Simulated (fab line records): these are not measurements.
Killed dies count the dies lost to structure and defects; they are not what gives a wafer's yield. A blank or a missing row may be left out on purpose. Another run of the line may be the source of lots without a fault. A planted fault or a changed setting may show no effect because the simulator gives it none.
Which of the tools did it? -- flow sky130 -- 72 wafers from 24 lots sampled at 6 of the route's 708 steps

WHAT EACH GAUGE READ, for each wafer
SKY_VIA4_THK_MEAS_01. Usual: VIA4_HDPCVD_THK typically reads 1746 nm, with standard deviation 20.
lot,measured,on,VIA4_HDPCVD_THK (nm),flag
L074,day 41 15:35,filmMetro-03,1743 1739 1777,
L075,day 42 05:35,filmMetro-03,1743 1767 1742,
L076,day 42 07:22,filmMetro-04,1760 1761 1743,
L077,day 42 22:02,filmMetro-01,1701 1722 1719,
L078,day 42 23:37,filmMetro-04,1736 1725 1772,
L079,day 43 12:25,filmMetro-03,1751 1724 1741,
L080,day 43 13:53,filmMetro-04,1711 1739 1711,
L081,day 43 20:22,filmMetro-01,1758 1745 1764,
L083,day 44 15:16,filmMetro-04,1746 1767 1753,
L082,day 44 16:10,filmMetro-03,1724 1759 1753,
L084,day 44 23:50,filmMetro-04,1724 1728 1751,
L085,day 44 23:54,filmMetro-01,1775 1722 1773,
L086,day 45 05:14,filmMetro-01,1703 1741 1731,
L087,day 45 10:07,filmMetro-03,1797 1766 1748,
L088,day 45 17:06,filmMetro-03,1720 1763 1725,
L089,day 46 01:05,filmMetro-04,1740 1759 1706,
L090,day 46 07:13,filmMetro-04,1738 1743 1729,
L092,day 46 10:50,filmMetro-01,1767 1748 1782,
L091,day 46 14:00,filmMetro-04,1762 1744 1740,
L093,day 46 21:45,filmMetro-01,1749 1756 1756,
L094,day 47 02:28,filmMetro-01,1712 1744 1764,
L095,day 47 06:04,filmMetro-04,1784 1733 1719,
L096,day 47 15:56,filmMetro-01,1758 1752 1740,
L097,day 47 21:45,filmMetro-01,1741 1750 1754,

SKY_METAL5_THK_MEAS_06: measures by xrf. Usual: METAL5_ALCU_THK typically reads 1146 nm, with standard deviation 13.
lot,measured,on,METAL5_ALCU_THK (nm),flag
L074,day 42 17:03,filmMetro-04,1111 1151 1129,
L075,day 43 06:50,filmMetro-04,1147 1141 1149,
L076,day 43 08:07,filmMetro-04,1155 1145 1130,
L077,day 43 22:52,filmMetro-02,1140 1146 1121,
L078,day 43 23:27,filmMetro-04,1140 1131 1142,
L079,day 44 13:13,filmMetro-02,1156 1117 1147,
L080,day 44 14:13,filmMetro-04,1137 1156 1162,
L081,day 44 20:36,filmMetro-04,1142 1151 1151,
L083,day 45 14:32,filmMetro-02,1140 1147 1129,
L082,day 45 15:20,filmMetro-04,1120 1134 1130,
L084,day 45 22:58,filmMetro-03,1142 1146 1150,
L085,day 45 23:16,filmMetro-04,1144 1171 1142,
L086,day 46 03:50,filmMetro-04,1138 1126 1136,
L087,day 46 09:01,filmMetro-03,1147 1159 1144,
L088,day 46 16:31,filmMetro-02,1142 1131 1133,
L089,day 46 23:58,filmMetro-02,1161 1147 1155,
L090,day 47 05:29,filmMetro-02,1165 1150 1158,
L092,day 47 09:00,filmMetro-02,1146 1138 1136,
L091,day 47 12:28,filmMetro-04,1131 1135 1150,
L093,day 47 19:13,filmMetro-02,1164 1147 1157,
L094,day 48 00:00,filmMetro-02,1140 1174 1153,
L095,day 48 03:04,filmMetro-03,1164 1137 1162,
L096,day 48 13:54,filmMetro-04,1149 1118 1134,
L097,day 48 18:30,filmMetro-02,1176 1182 1156,

WHICH TOOL RAN EACH LOT (tool, then ch and the chambers of the sampled wafers, then the start)
lot,SKY_METAL3_STRIP_19,SKY_CAP2M_SPUTTER_02,SKY_CAP2M_METAL_ETCH_13,SKY_VIA4_CMP_21
L074,"plasmaAsher-04 ch 0,1, day 38 07:53","pvdSputter-01, day 39 12:06","rieMetal-02 ch 0,1, day 40 13:37","cmp-02 ch 0,3, day 42 16:27"
L075,"plasmaAsher-03 ch 0,1, day 39 01:05","pvdSputter-03, day 40 04:45","rieMetal-02 ch 1, day 41 04:47","cmp-01 ch 0,3, day 43 06:16"
L076,"plasmaAsher-03 ch 0, day 39 02:05","pvdSputter-02, day 40 06:11","rieMetal-02 ch 0,1, day 41 06:07","cmp-02 ch 0,1,3, day 43 07:31"
L077,"plasmaAsher-03 ch 0,1, day 39 17:10","pvdSputter-03, day 40 21:06","rieMetal-02 ch 0,1, day 41 20:40","cmp-01 ch 0,3, day 43 22:16"
L078,"plasmaAsher-04 ch 0,1, day 39 17:53","pvdSputter-01, day 40 21:58","rieMetal-01 ch 0,1, day 41 21:50","cmp-01 ch 1,2,3, day 43 22:55"
L079,"plasmaAsher-02 ch 0,1, day 40 09:08","pvdSputter-03, day 41 12:08","rieMetal-03 ch 1, day 42 11:26","cmp-02 ch 0,2,3, day 44 12:44"
L080,"plasmaAsher-02 ch 0,1, day 40 11:09","pvdSputter-01, day 41 13:46","rieMetal-01 ch 0, day 42 13:26","cmp-02 ch 2,3, day 44 13:37"
L081,"plasmaAsher-03 ch 0,1, day 40 17:15","pvdSputter-03, day 41 20:02","rieMetal-02 ch 0,1, day 42 19:50","cmp-02 ch 0,1,3, day 44 20:04"
L083,"plasmaAsher-03 ch 1, day 41 11:54","pvdSputter-02, day 42 15:07","rieMetal-03 ch 1, day 43 14:30","cmp-01 ch 0,3, day 45 13:56"
L082,"plasmaAsher-03 ch 0,1, day 41 14:04","pvdSputter-02, day 42 16:38","rieMetal-01 ch 1, day 43 15:36","cmp-02 ch 0,1,3, day 45 14:51"
L084,"plasmaAsher-04 ch 0,1, day 41 22:45","pvdSputter-01, day 43 01:28","rieMetal-02 ch 0,1, day 43 23:55","cmp-01 ch 2,3, day 45 22:22"
L085,"plasmaAsher-03 ch 0,1, day 41 23:24","pvdSputter-03, day 43 02:08","rieMetal-03 ch 0,1, day 44 00:17","cmp-01 ch 2,3, day 45 22:43"
L086,"plasmaAsher-04 ch 0,1, day 42 05:25","pvdSputter-01, day 43 07:22","rieMetal-02 ch 0,1, day 44 05:33","cmp-01 ch 0,1,3, day 46 03:20"
L087,"plasmaAsher-02 ch 0, day 42 10:30","pvdSputter-01, day 43 12:35","rieMetal-03 ch 0,1, day 44 11:12","cmp-02 ch 0,2,3, day 46 08:31"
L088,"plasmaAsher-03 ch 0,1, day 42 18:06","pvdSputter-02, day 43 19:57","rieMetal-02 ch 0,1, day 44 18:09","cmp-01 ch 0,1,3, day 46 15:56"
L089,"plasmaAsher-02 ch 0,1, day 43 03:00","pvdSputter-02, day 44 04:24","rieMetal-02 ch 0,1, day 45 02:35","cmp-01 ch 1,2, day 46 23:25"
L090,"plasmaAsher-03 ch 0, day 43 09:31","pvdSputter-01, day 44 10:56","rieMetal-01 ch 0,1, day 45 08:03","cmp-01 ch 0,2, day 47 04:57"
L092,"plasmaAsher-03 ch 0,1, day 43 13:27","pvdSputter-02, day 44 14:35","rieMetal-02 ch 0,1, day 45 11:49","cmp-01 ch 0,2,3, day 47 08:31"
L091,"plasmaAsher-04 ch 0,1, day 43 16:24","pvdSputter-02, day 44 17:55","rieMetal-01 ch 0,1, day 45 15:08","cmp-02 ch 0,1,2, day 47 11:53"
L093,"plasmaAsher-03 ch 0,1, day 44 01:30","pvdSputter-01, day 45 02:05","rieMetal-01 ch 0,1, day 45 23:09","cmp-02 ch 0,1,2, day 47 18:44"
L094,"plasmaAsher-03 ch 0,1, day 44 06:00","pvdSputter-02, day 45 06:43","rieMetal-01 ch 0,1, day 46 03:44","cmp-02 ch 0,2,3, day 47 23:25"
L095,"plasmaAsher-03 ch 0,1, day 44 11:21","pvdSputter-02, day 45 10:55","rieMetal-02 ch 0,1, day 46 07:39","cmp-02 ch 1,3, day 48 02:28"
L096,"plasmaAsher-03 ch 0,1, day 44 20:54","pvdSputter-01, day 45 21:08","rieMetal-03 ch 1, day 46 17:41","cmp-02 ch 1,2,3, day 48 13:20"
L097,"plasmaAsher-02 ch 0,1, day 45 03:49","pvdSputter-01, day 46 03:40","rieMetal-01 ch 0,1, day 47 00:00","cmp-02 ch 0,1,2, day 48 18:04"
- SKY_METAL3_STRIP_19: strips in O2/N2.
- SKY_CAP2M_SPUTTER_02: material TiN, target thk 200 nm, time 166.7 s.
- SKY_CAP2M_METAL_ETCH_13: etches TiN in Cl2/BCl3, stops on SiO2, target depth 220 nm, time 62.9 s.
- SKY_VIA4_CMP_21: polishes, stops on SiO2, t overpolish 25 s, target thk 0 nm.

AS READ BY THE TOOLS THEMSELVES (means over the sampled wafers that have a number; for cases with no such wafer, the mark the record gives instead)
SKY_METAL3_STRIP_19. Usual: drypumpMotorCurrentA 5.7 A, standard deviation 0.59; oesProductAu 0.505 a.u., standard deviation 0.0058; stripTimeToEndpointS 6.60 s, standard deviation 0.099.
lot,tool,drypumpMotorCurrentA (A),oesProductAu (a.u.),stripTimeToEndpointS (s),flag
L074,plasmaAsher-04,6.3,0.502,6.51,
L075,plasmaAsher-03,5.2,0.499,6.60,
L076,plasmaAsher-03,5.1,0.507,6.64,
L077,plasmaAsher-03,5.3,0.502,6.55,
L078,plasmaAsher-04,6.5,0.505,6.60,
L079,plasmaAsher-02,6.3,0.509,6.60,
L080,plasmaAsher-02,5.9,0.510,6.71,
L081,plasmaAsher-03,5.3,0.509,6.69,
L083,plasmaAsher-03,5.6,0.502,6.50,
L082,plasmaAsher-03,5.2,0.503,6.52,
L084,plasmaAsher-04,6.5,0.515,6.74,
L085,plasmaAsher-03,5.2,0.508,6.57,
L086,plasmaAsher-04,6.3,0.509,6.64,
L087,plasmaAsher-02,5.5,0.497,6.42,
L088,plasmaAsher-03,5.4,0.502,6.54,
L089,plasmaAsher-02,6.3,0.502,6.60,
L090,plasmaAsher-03,5.1,0.505,6.58,
L092,plasmaAsher-03,5.2,0.503,6.65,
L091,plasmaAsher-04,6.3,0.499,6.47,
L093,plasmaAsher-03,5.3,0.510,6.73,
L094,plasmaAsher-03,5.2,0.502,6.56,
L095,plasmaAsher-03,5.2,0.507,6.52,
L096,plasmaAsher-03,5.2,0.510,6.69,
L097,plasmaAsher-02,6.3,0.508,6.64,

SKY_CAP2M_SPUTTER_02. Usual: throttleValvePct 30.3 %, standard deviation 0.97.
lot,tool,throttleValvePct (%),flag
L074,pvdSputter-01,31.2,
L075,pvdSputter-03,29.8,
L076,pvdSputter-02,31.2,
L077,pvdSputter-03,30.4,
L078,pvdSputter-01,30.4,
L079,pvdSputter-03,30.5,
L080,pvdSputter-01,31.3,
L081,pvdSputter-03,30.3,
L083,pvdSputter-02,30.5,
L082,pvdSputter-02,30.6,
L084,pvdSputter-01,30.2,
L085,pvdSputter-03,30.4,
L086,pvdSputter-01,30.5,
L087,pvdSputter-01,29.0,
L088,pvdSputter-02,30.6,
L089,pvdSputter-02,29.9,
L090,pvdSputter-01,30.7,
L092,pvdSputter-02,30.5,
L091,pvdSputter-02,31.1,
L093,pvdSputter-01,29.5,
L094,pvdSputter-02,31.2,
L095,pvdSputter-02,30.9,
L096,pvdSputter-01,29.2,
L097,pvdSputter-01,29.7,

SKY_CAP2M_METAL_ETCH_13. Usual: drypumpMotorCurrentA 5.6 A, standard deviation 0.56; oesProductAu 0.938 a.u., standard deviation 0.011; throttleValvePct 21.904 %, standard deviation 0.011.
lot,tool,drypumpMotorCurrentA (A),oesProductAu (a.u.),throttleValvePct (%),flag
L074,rieMetal-02,5.4,0.947,21.902,
L075,rieMetal-02,5.0,0.938,21.906,
L076,rieMetal-02,5.4,0.935,21.908,
L077,rieMetal-02,5.4,0.936,21.900,
L078,rieMetal-01,5.3,0.947,21.896,
L079,rieMetal-03,6.5,0.936,21.915,
L080,rieMetal-01,5.6,0.964,21.894,
L081,rieMetal-02,5.9,0.929,21.895,
L083,rieMetal-03,6.5,0.936,21.902,
L082,rieMetal-01,5.2,0.931,21.917,
L084,rieMetal-02,5.9,0.952,21.896,
L085,rieMetal-03,6.1,0.943,21.910,
L086,rieMetal-02,5.9,0.941,21.910,
L087,rieMetal-03,6.1,0.934,21.912,
L088,rieMetal-02,5.9,0.940,21.909,
L089,rieMetal-02,5.4,0.924,21.921,
L090,rieMetal-01,5.3,0.956,21.900,
L092,rieMetal-02,5.4,0.926,21.903,
L091,rieMetal-01,5.5,0.940,21.900,
L093,rieMetal-01,5.4,0.949,21.890,
L094,rieMetal-01,5.3,0.922,21.904,
L095,rieMetal-02,5.9,0.929,21.909,
L096,rieMetal-03,6.5,0.931,21.903,
L097,rieMetal-01,5.3,0.942,21.900,

SKY_VIA4_CMP_21. Usual: motorCurrentA 11.6 A, standard deviation 1.2; overpolishRunS 25.000 s, standard deviation 0.0091; timeToEndpointS 126 s, standard deviation 5.6.
lot,tool,motorCurrentA (A),overpolishRunS (s),timeToEndpointS (s),flag
L074,cmp-02,12.3,25.011,129,
L075,cmp-01,10.5,24.997,127,
L076,cmp-02,11.8,24.996,123,
L077,cmp-01,11.8,24.999,129,
L078,cmp-01,12.0,25.000,129,
L079,cmp-02,11.6,24.998,125,
L080,cmp-02,10.8,24.999,130,
L081,cmp-02,11.8,24.993,124,
L083,cmp-01,10.9,25.004,127,
L082,cmp-02,12.1,24.992,124,
L084,cmp-01,13.0,24.994,128,
L085,cmp-01,13.3,24.998,125,
L086,cmp-01,11.3,24.990,121,
L087,cmp-02,11.7,24.998,127,
L088,cmp-01,11.2,24.992,123,
L089,cmp-01,12.0,24.999,121,
L090,cmp-01,10.6,25.009,126,
L092,cmp-01,11.9,25.002,130,
L091,cmp-02,11.1,25.002,127,
L093,cmp-02,11.6,25.003,129,
L094,cmp-02,11.4,25.007,123,
L095,cmp-02,11.7,24.990,121,
L096,cmp-02,11.1,25.004,127,
L097,cmp-02,11.4,24.999,126,

THE ANSWER, worked out from the rows above alone
Rule: a lot counts as off when the mean over its wafers that have a number is more than 3 standard deviations away from the usual mean. A lot without any number at a reading at which 4 lots or more have one is off too. The other lots that the step has rows for count as sound. First the gauges in route order, then the tools' own readings, where a lot's mean is used as printed above. The first step at which some lot is off is used, and at that step the reading that is off furthest; a lot without a number counts as furthest.
None of the lots is off at any reading shown; this tells nothing.

WHAT WAS PUT IN BY THE SIMULATOR
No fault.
